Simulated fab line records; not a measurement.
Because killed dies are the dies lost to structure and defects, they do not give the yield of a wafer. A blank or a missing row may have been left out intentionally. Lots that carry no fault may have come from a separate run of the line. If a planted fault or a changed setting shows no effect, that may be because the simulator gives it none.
Check of tool commonality	flow sfqLine	Sample size 14 lots and 42 wafers

== WHAT PROMPTED THE OPENING ==
SFQ_M3_RS_MEAS_919, reading M3_NB_RS: flagged on 2 of 14 lots. No-fault wafers: 0.889 ohm/sq, standard deviation 0.012.
Rule: a lot is flagged in two cases, either no wafer of it has a number, or all its wafers with numbers fall more than 4 standard deviations from that mean. All remaining lots are regarded as sound.

lot	measured	on	M3_NB_RS (ohm/sq), wafer by wafer	flag
L377	day 23 03:43	filmMetro-02	0.875 0.878 0.875	
L378	day 23 16:58	filmMetro-01	0.896 0.904 0.887	
L379	day 24 03:14	filmMetro-02	0.861 0.890 0.859	
L380	day 24 15:07	filmMetro-02	0.872 0.913 0.900	
L381	day 24 21:07	filmMetro-04	0.883 0.878 0.883	
L382	day 25 06:40	filmMetro-02	0.881 0.881 0.872	
L383	day 25 12:55	filmMetro-01	0.445 0.441 0.439	FLAGGED
L389	day 27 00:49	filmMetro-01	0.440 0.443 0.442	FLAGGED
L391	day 28 01:20	filmMetro-02	0.912 0.911 0.905	
L392	day 28 03:43	filmMetro-02	0.878 0.875 0.868	
L394	day 28 23:41	filmMetro-02	0.906 0.879 0.881	
L396	day 30 02:05	filmMetro-04	0.881 0.911 0.900	
L398	day 30 16:29	filmMetro-01	0.890 0.894 0.887	
L399	day 30 23:40	filmMetro-01	0.882 0.886 0.877	
On average the flagged lots' numbers are 0.442 ohm/sq, which is -0.447 ohm/sq against the usual, or -37 standard deviations.

== EACH LOT AND THE TOOL IT RAN ON ==
The record holds 1 process step before the reading, out of a route of 325 steps. Each cell gives the tool, then ch followed by the chambers the sampled wafers passed through, then the start.
lot	flag	SFQ_TRILAYER_M3_DEP_SPUTTER_073
L377		pvdSputter-05, day 23 03:38
L378		pvdSputter-05, day 23 16:51
L379		pvdSputter-06, day 24 03:08
L380		pvdSputter-06, day 24 14:58
L381		pvdSputter-05, day 24 20:59
L382		pvdSputter-04, day 25 06:34
L383	FLAGGED	pvdSputter-04, day 25 12:34
L389	FLAGGED	pvdSputter-04, day 27 00:28
L391		pvdSputter-06, day 28 01:13
L392		pvdSputter-04, day 28 03:37
L394		pvdSputter-06, day 28 23:36
L396		pvdSputter-06, day 30 01:58
L398		pvdSputter-05, day 30 16:22
L399		pvdSputter-04, day 30 23:35
What is done by these steps:
- SFQ_TRILAYER_M3_DEP_SPUTTER_073: material Nb, target thk 200 nm, time 133.3 s.
- SFQ_M3_RS_MEAS_919: measures by four-point-probe.

== FLAGGED OVER TOTAL, TOOL BY TOOL (the gauges that took the reading come last) ==
step	tool	lots run	flagged	share of the flagged lots	sound lots run after its first flagged lot
SFQ_TRILAYER_M3_DEP_SPUTTER_073	pvdSputter-04	5	2	all	2 (L392,L399)
SFQ_TRILAYER_M3_DEP_SPUTTER_073	pvdSputter-05	4	0	none	-
SFQ_TRILAYER_M3_DEP_SPUTTER_073	pvdSputter-06	5	0	none	-
SFQ_M3_RS_MEAS_919	filmMetro-01	5	2	all	2 (L398,L399)
SFQ_M3_RS_MEAS_919	filmMetro-02	7	0	none	-
SFQ_M3_RS_MEAS_919	filmMetro-04	2	0	none	-

== THE TABLE: WHAT IT ALLOWS ==
2 rows of the table ran every flagged lot: pvdSputter-04 at SFQ_TRILAYER_M3_DEP_SPUTTER_073, filmMetro-01 at SFQ_M3_RS_MEAS_919.
- pvdSputter-04 at SFQ_TRILAYER_M3_DEP_SPUTTER_073: 2 of its 5 lots flagged. Sound lots ran on it after the first flagged one (L392, L399), which a lasting fault on the whole tool wouldn't allow.
- filmMetro-01 at SFQ_M3_RS_MEAS_919: 2 of its 5 lots flagged. Sound lots ran on it after the first flagged one (L398, L399), which a lasting fault on the whole tool wouldn't allow.
No row of the table ran every flagged lot and no sound lot after the first.

== WHAT HAD BEEN PUT IN BY THE SIMULATOR ==
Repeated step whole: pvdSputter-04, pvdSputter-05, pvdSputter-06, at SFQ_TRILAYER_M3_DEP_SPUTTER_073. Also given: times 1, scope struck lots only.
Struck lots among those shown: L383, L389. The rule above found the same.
